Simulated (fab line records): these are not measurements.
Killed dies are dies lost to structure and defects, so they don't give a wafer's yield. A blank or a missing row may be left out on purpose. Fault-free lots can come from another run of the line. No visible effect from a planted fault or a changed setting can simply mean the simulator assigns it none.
A struck lot beside a sound one	flow sky130	21 out of 708 route steps
Sound: these wafers, L673.4, L673.5, L673.6. Wafers L676.1, L676.4, L676.5 were the ones struck. Last of all comes the cause.
At each step with rows: each side's tool, then ch and its chambers, then its first start. Under that, the readings that differ: sound wafers	struck wafers	difference of the means	sigmas: that difference in standard deviations of wafers without a fault.
alike: readings whose means differ by less than 2 such deviations, and words and numbers that are the same on both sides. not compared: withheld readings, readings that some wafer has no value for, bounds like >300 that may hide the same value, and numbers for which the record gives no deviation and whose values overlap.
A row with sigmas, a row that says differs or no value, or rows on one side alone: a step with any of these is where the two part. Non-overlapping numbers with no deviation appear without sigmas and do not part them. A reading missing from all wafers of one side parts the sides only when that side holds two or more wafers.

SKY_METAL3_STRIP_19: strips in O2/N2.
  sound on plasma asher-01 ch 0,1, day 39 16:58; struck on plasma asher-03 ch 0,1, day 40 08:15
reading	sound	struck	difference	sigmas
o2 flow sccm (sccm)	2990 2998 2994	3008 3021 3010	+19	+2
  alike: drypump motor current A, oes product au, strip time to endpoint s
  not compared: rf hours counter h
then, 4 steps without rows for these wafers: SKY_METAL3_STRIP_20 (strips in post etch residue remover, time 1200 s); SKY_METAL3_CLEAN_21 (cleans in IPA, time 180 s); SKY_METAL3_CLEAN_22 (cleans in O3/DIW); SKY_VIA3_HDPCVD_00 (deposits SiO2, target thk 1635 nm, time 272.5 s).
SKY_VIA3_THK_MEAS_01:
  struck on film metro-03, day 40 09:01; sound on film metro-02, day 39 17:43
  alike: VIA3_HDPCVD_THK
SKY_VIA3_CMP_02: polishes SiO2.
  sound on cmp-01 ch 0,2,3, day 39 17:51; struck on cmp-02 ch 0,1,2, day 40 09:04
  alike: motor current A
SKY_VIA3_BOW_MEAS_03:
  struck on film metro-02, day 40 09:22; sound on film metro-02, day 39 18:07
  alike: VIA3_BOW
then, 4 steps without rows for these wafers: SKY_VIA3_DEHYDRATE_04 (time 60 s); SKY_VIA3_HMDS_05 (prime time 60 s); SKY_VIA3_COAT_06 (resist thk 60 nm); SKY_VIA3_COAT_07 (resist thk 450 nm).
SKY_VIA3_SOFTBAKE_08: time 90 s.
  sound on litho track-03 ch 0, day 40 06:00; struck on litho track-03 ch 0, day 40 20:00
reading	sound	struck	difference	sigmas
heater power total W (W)	57.57 57.48 57.45	62.05 61.83 62.03	+4.47	+41
plate temp C (C)	99.95 100.00 99.88	105.46 105.64 105.64	+5.64	+40
model.KrF-thick_of_VIA3_COAT_07.thk nm (nm)	450.6 451.6 450.5	447 444.7 446	-5	
then, 3 steps without rows for these wafers: SKY_VIA3_EXPOSE_09 (exposes mask VIM3, target cd 200 nm); SKY_VIA3_PEB_10; SKY_VIA3_DEVELOP_11 (develop time 60 s).
SKY_VIA3_CD_MEAS_12: target cd 200 nm.
  struck on cd sem-02, day 41 09:45; sound on cd sem-02, day 40 18:22
reading	sound	struck	difference	sigmas
cd nm (nm)	195.9 196.3 197.2	201.4 202.2 202.6	+5.6	+4
SKY_VIA3_OVL_MEAS_13:
  struck on overlay-02, day 41 09:52; sound on overlay-01, day 40 18:27
  alike: VIA3_OVL
SKY_VIA3_ETCH_14: etches BARC in N2/H2, stops on SiO2, time 45.9 s, target depth 60 nm.
  sound on rie diel-04 ch 0,1,2, day 40 18:28; struck on rie diel-03 ch 0,2,3, day 41 09:54
reading	sound	struck	difference	sigmas
model.KrF-thick_of_VIA3_COAT_07.thk nm (nm)	392.9 392.5 394.3	389.6 386.6 387.7	-5.3	
model.VIA3.cd nm (nm)	196.7 195.1 195.7	201.4 200.2 203.2	+5.8	
  alike: drypump motor current A, oes product au, throttle valve pct
  not compared: rf hours counter h
SKY_VIA3_ETCH_15: etches SiO2 in C4F8/O2/Ar, stops on TiN, target depth 507 nm, time 78 s.
  sound on rie diel-04 ch 0,1,2, day 40 18:31; struck on rie diel-03 ch 0,2,3, day 41 09:56
  alike: oes product au
  not compared: rf hours counter h
-- the record jumps here: 6 days lie between the struck wafers' starts before and after (it left off in module VIA3 and takes up again in module PAD_OPEN, whose first step shown is number 708 of the route) --
SKY_PAD_OPEN_PROBE_99:
  struck on prober-01, day 47 07:58; sound on prober-02, day 46 20:43
  alike: defect limited yield, killed_at_M0_to_M3, killed_at_M4_up, killed at contacts, killed at front end, killed at other, killed dies, killed open, killed short

## WHERE THEY PART
First at SKY_METAL3_STRIP_19; last, within this record, at SKY_VIA3_CD_MEAS_12. Later steps at which nothing parts them and some readings are alike: SKY_VIA3_OVL_MEAS_13, SKY_VIA3_ETCH_14, SKY_VIA3_ETCH_15, SKY_PAD_OPEN_PROBE_99.

WHY: what had been put in by the simulator
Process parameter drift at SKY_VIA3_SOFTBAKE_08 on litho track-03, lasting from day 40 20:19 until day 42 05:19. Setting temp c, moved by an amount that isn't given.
